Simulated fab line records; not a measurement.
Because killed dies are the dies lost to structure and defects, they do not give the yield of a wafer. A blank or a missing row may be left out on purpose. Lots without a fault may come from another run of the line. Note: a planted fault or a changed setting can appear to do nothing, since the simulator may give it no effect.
2 desks, one fault ; flow sfq-line ; every desk sees just its own numbers, and what lay behind them comes last

THE TOOL OWNER'S DESK: cmp-02
The tool's own readings at SFQ_TRILAYER_I7_CMP_CMP_184 (polishes SiO2): means of the sampled wafers that have a number, for each lot that ran on this tool. Any lot whose mean is over 4 standard deviations away from the usual mean is out of limits and marked OUT; that distance is given in the brackets.
Columns: A = motor-current-A at SFQ_TRILAYER_I7_CMP_CMP_184, usual 10.6 A; B = slurry-filter-dp-kPa at SFQ_TRILAYER_I7_CMP_CMP_184, usual 13.50 kPa; C = time-to-endpoint-s at SFQ_TRILAYER_I7_CMP_CMP_184, usual 213 s
lot;first seen here;A;B;C
L339;day 70 09:24;10.5;13.54;218
L348;day 74 07:25;11.2;13.51;209
L359;day 80 04:32;10.4;13.45;217
This desk's finding: nothing out of limits on any of the 3 lots.

METROLOGY DESK
What the gauges read for every lot (on any tool): the sampled wafers with a number, averaged. Any lot whose mean is over 4 standard deviations away from the usual mean is out of limits and marked OUT; that distance is given in the brackets.
Columns: A = M7_OVL at SFQ_M7_OVL_MEAS_945, usual 2 nm; B = I7_BOW at SFQ_I7_BOW_MEAS_946, usual 6 um; C = I7_OVL at SFQ_I7_OVL_MEAS_947, usual 3 nm
lot;first seen here;A;B;C
L339;day 69 16:59;-2;2;7
L340;day 69 22:58;-0;-0;0
L348;day 74 05:20;0;7;0
L359;day 80 03:29;6;0;5
L360;day 80 05:52;7;4;11
This desk's finding: nothing out of limits on any of the 5 lots.

PUT TOGETHER
The tool owner's desk saw nothing out of limits.
The metrology desk saw nothing out of limits.

WHAT THE SIMULATOR HAD INSERTED
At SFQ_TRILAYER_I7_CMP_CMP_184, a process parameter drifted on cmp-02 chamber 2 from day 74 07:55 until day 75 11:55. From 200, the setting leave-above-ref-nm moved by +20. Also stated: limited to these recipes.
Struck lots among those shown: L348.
